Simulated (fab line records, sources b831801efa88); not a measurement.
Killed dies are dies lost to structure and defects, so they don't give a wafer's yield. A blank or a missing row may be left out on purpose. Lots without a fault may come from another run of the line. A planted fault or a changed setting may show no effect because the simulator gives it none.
Problem report in the 8D (eight disciplines) form, filled by code | flow gf180mcu | the parts of the form that need people (team, actions taken, sign-off) are left out

1. THE PROBLEM
bias_w at GF_V2_ETCH_17 reads a mean of 1267 W on 1 wafer of 1 lot; wafers without a fault read 1200 W with a standard deviation of 3.6. That is +19 standard deviations from the usual mean.
The step: etches SiO2 in C4F8/O2/Ar, stops on TiN, target depth 630 nm.
First seen on wafer L683.3, day 25 11:00, on rie_diel-01. The record holds 15 wafers of 5 lots with a number at this step. Rule for "out", or "out of limits": more than 4 standard deviations from the usual mean. The other wafers with a number count as sound.

2. WHAT IT IS AND WHAT IT IS NOT
question                    | is                | is not
which readings at this step | bias_w            | oes_product_au
which lots                  | L683              | L674, L676, L680, L691
which wafers of those lots  | L683.3            | L683.2, L683.4
read on which tools         | rie_diel-01       | rie_diel-03
when                        | from day 25 11:00 | up to then (11 sound wafers); but 3 sound wafers of L691 came after

3. SUSPECTS, AND WHAT RULES EACH OUT
Counting: a tool at a process step up to the reading stays a suspect if it ran every lot that is out. Sound lots after the first of them don't rule it out here, since some wafers of a struck lot are sound.
- rie_diel-01 at GF_V2_ETCH_16 (etches BARC in N2/H2): kept. It ran the lot that is out, L683 (day 25 11:37); its last sound lot up to then is L676 (day 23 04:51).
- rie_diel-01 at GF_V2_ETCH_17 (etches SiO2 in C4F8/O2/Ar, stops on TiN, target depth 630 nm): kept. It ran the lot that is out, L683 (day 25 11:00); its last sound lot up to then is L676 (day 23 04:00). Its own readings are out on those wafers: bias_w.
- Within rie_diel-01 at GF_V2_ETCH_16: the wafers that are out ran in chamber 2; their sound lot-mates ran in chambers 0, 3.
- Within rie_diel-01 at GF_V2_ETCH_17: the wafers that are out ran in chamber 2; their sound lot-mates ran in chambers 0, 3.
Left after counting: rie_diel-01 at GF_V2_ETCH_16, rie_diel-01 at GF_V2_ETCH_17.

4. THE CAUSE (what the simulator had put in)
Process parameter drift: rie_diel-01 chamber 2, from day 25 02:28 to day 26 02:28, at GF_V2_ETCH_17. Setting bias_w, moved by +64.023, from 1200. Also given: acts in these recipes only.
Counting left 2 suspects, and this tool is among them.

5. THE CHAIN OF EFFECTS, in route order
Each row: a reading whose mean over the struck wafers that have a number lies more than 3 standard deviations from the usual. Only readings for which the record gives a usual standard deviation are gone through. hours: the time from each lot's start at the first step in this table that gives one to its start at this step, as a median over the lots. sigmas: the change in usual standard deviations.
hours | step          | reading | usual  | on struck wafers | change | sigmas
0     | GF_V2_ETCH_17 | bias_w  | 1200 W | 1267             | +67    | +19
The process steps in it:
- GF_V2_ETCH_17: etches SiO2 in C4F8/O2/Ar, stops on TiN, target depth 630 nm.

6. WHAT WOULD HAVE CAUGHT IT SOONER
In this record the first reading out of limits was taken at day 25 11:00, 9 hours after the fault began at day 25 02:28.
